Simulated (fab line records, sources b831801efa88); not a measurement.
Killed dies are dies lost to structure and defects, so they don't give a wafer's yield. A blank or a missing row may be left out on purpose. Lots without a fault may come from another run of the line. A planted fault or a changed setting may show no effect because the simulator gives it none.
Chamber matching | flow sfq_line | SFQ_TRILAYER_I5_BARC_OPEN_VIA_ETCH_200 on rie_diel-03: 4 sister chambers
The step etches BARC in O2, target depth 125 nm, time 41.7 s. 4 wafers are shown with their chamber, then 7 later ones without.

WAFERS WITH THEIR CHAMBER
wafer  | chamber | drypump_motor_current_A (A)
L384.5 | 0       | 5.4
L384.6 | 3       | 5.1
L389.3 | 2       | 5.5
L389.5 | 1       | 6.4

WAFERS WITHOUT THEIR CHAMBER
wafer  | drypump_motor_current_A (A)
L389.6 | 5.4
L392.2 | 5.5
L392.3 | 5.5
L392.4 | 5.1
L394.1 | 5.4
L394.3 | 6.5
L394.6 | 5.4

WHICH CHAMBER EACH WENT THROUGH
wafer  | from the rows above | in truth
L389.6 | 0                   | 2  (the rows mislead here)
L392.2 | 2                   | 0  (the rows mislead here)
L392.3 | 2                   | 2
L392.4 | 3                   | 3
L394.1 | 0                   | 0
L394.3 | 1                   | 1
L394.6 | 0                   | 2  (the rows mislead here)
Placed correctly: 4 of 7. Can't be placed from these rows: 0. Placed wrongly: 3.
How it was worked out, from the rows above alone: a wafer's distance from a chamber is the root of the sum, over the readings, of the square of ((its reading less the chamber's mean) divided by the reading's scatter). The wafer belongs to the nearest chamber; if the next one is less than 2 further off, it can't be placed. A chamber's mean is the mean of its shown wafers. The scatter: with one shown wafer a chamber, the root of the mean of the squares of how far each hidden wafer lies from its nearest shown one.
